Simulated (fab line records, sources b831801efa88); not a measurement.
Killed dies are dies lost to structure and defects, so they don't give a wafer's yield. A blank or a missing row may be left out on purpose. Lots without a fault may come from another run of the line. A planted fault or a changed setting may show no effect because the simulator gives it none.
Chamber matching | flow gf180mcu | GF_V2_ETCH_16 on rie_diel-03: 4 sister chambers
The step etches BARC in N2/H2. 4 wafers are shown with their chamber, then 11 later ones without.

WAFERS WITH THEIR CHAMBER
wafer  | chamber | drypump_motor_current_A (A)
L083.1 | 0       | 5.7
L084.5 | 1       | 5.4
L087.6 | 2       | 5.3
L090.1 | 3       | 6.2

WAFERS WITHOUT THEIR CHAMBER
wafer  | drypump_motor_current_A (A)
L090.3 | 5.4
L090.6 | 5.3
L091.1 | 5.7
L091.4 | 5.3
L091.5 | 5.4
L093.3 | 5.7
L093.4 | 5.7
L093.5 | 5.3
L096.1 | 6.1
L096.3 | 5.7
L096.6 | 5.7

WHICH CHAMBER EACH WENT THROUGH
wafer  | from the rows above | in truth
L090.3 | 1                   | 1
L090.6 | 2                   | 2
L091.1 | 0                   | 0
L091.4 | 2                   | 2
L091.5 | 1                   | 1
L093.3 | 0                   | 0
L093.4 | 0                   | 0
L093.5 | 2                   | 2
L096.1 | 3                   | 3
L096.3 | 0                   | 0
L096.6 | 0                   | 0
Placed correctly: 11 of 11. Can't be placed from these rows: 0. Placed wrongly: 0.
How it was worked out, from the rows above alone: a wafer's distance from a chamber is the root of the sum, over the readings, of the square of ((its reading less the chamber's mean) divided by the reading's scatter). The wafer belongs to the nearest chamber; if the next one is less than 2 further off, it can't be placed. A chamber's mean is the mean of its shown wafers. The scatter: with one shown wafer a chamber, the root of the mean of the squares of how far each hidden wafer lies from its nearest shown one.
